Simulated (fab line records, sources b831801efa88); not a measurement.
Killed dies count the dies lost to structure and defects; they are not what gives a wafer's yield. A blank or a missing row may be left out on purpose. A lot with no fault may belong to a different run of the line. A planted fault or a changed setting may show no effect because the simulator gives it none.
Chamber matching	flow sky130	SKY_FIELD_ISO_CMP_27 on cmp-01 has 4 sister chambers
The step polishes, stops on Si3N4, t overpolish 16 s, target thk 457.8 nm. 4 wafers are shown with their chamber, then 11 later ones without.

## WAFERS PAIRED WITH THEIR CHAMBERS
wafer	chamber	motor_current_A (A)
L088.2	3	14.9
L091.1	0	12.4
L091.2	2	11.8
L092.1	1	12.1

## WAFERS MISSING THEIR CHAMBER
wafer	motor_current_A (A)
L092.3	14.6
L092.6	12.2
L093.1	13.0
L093.3	13.8
L093.4	11.8
L094.3	12.5
L094.4	12.2
L094.6	14.7
L097.3	12.3
L097.5	16.0
L097.6	11.9

## WHICH CHAMBER EACH ONE RAN IN
wafer	from the rows above	in truth
L092.3	3	3
L092.6	can't be placed: 1 or 0 or 2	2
L093.1	can't be placed: 0 or 1 or 2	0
L093.3	can't be placed: 3 or 0 or 1 or 2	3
L093.4	can't be placed: 2 or 1 or 0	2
L094.3	can't be placed: 0 or 1 or 2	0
L094.4	can't be placed: 1 or 0 or 2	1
L094.6	3	3
L097.3	can't be placed: 0 or 1 or 2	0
L097.5	3	3
L097.6	can't be placed: 2 or 1 or 0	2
3 of 11 placed correctly. Cannot be placed on the basis of these rows: 8; the candidates contain the true chamber in 8. Placed wrongly: 0.
How it was worked out, from the rows above alone: a wafer's distance from a chamber is the root of the sum, over the readings, of the square of ((its reading less the chamber's mean) divided by the reading's scatter). The wafer belongs to the nearest chamber; if the next one is less than 2 further off, it can't be placed. A chamber's mean is the mean of its shown wafers. The scatter: root of mean squared gap, hidden wafer to nearest shown wafer, with one shown wafer a chamber.
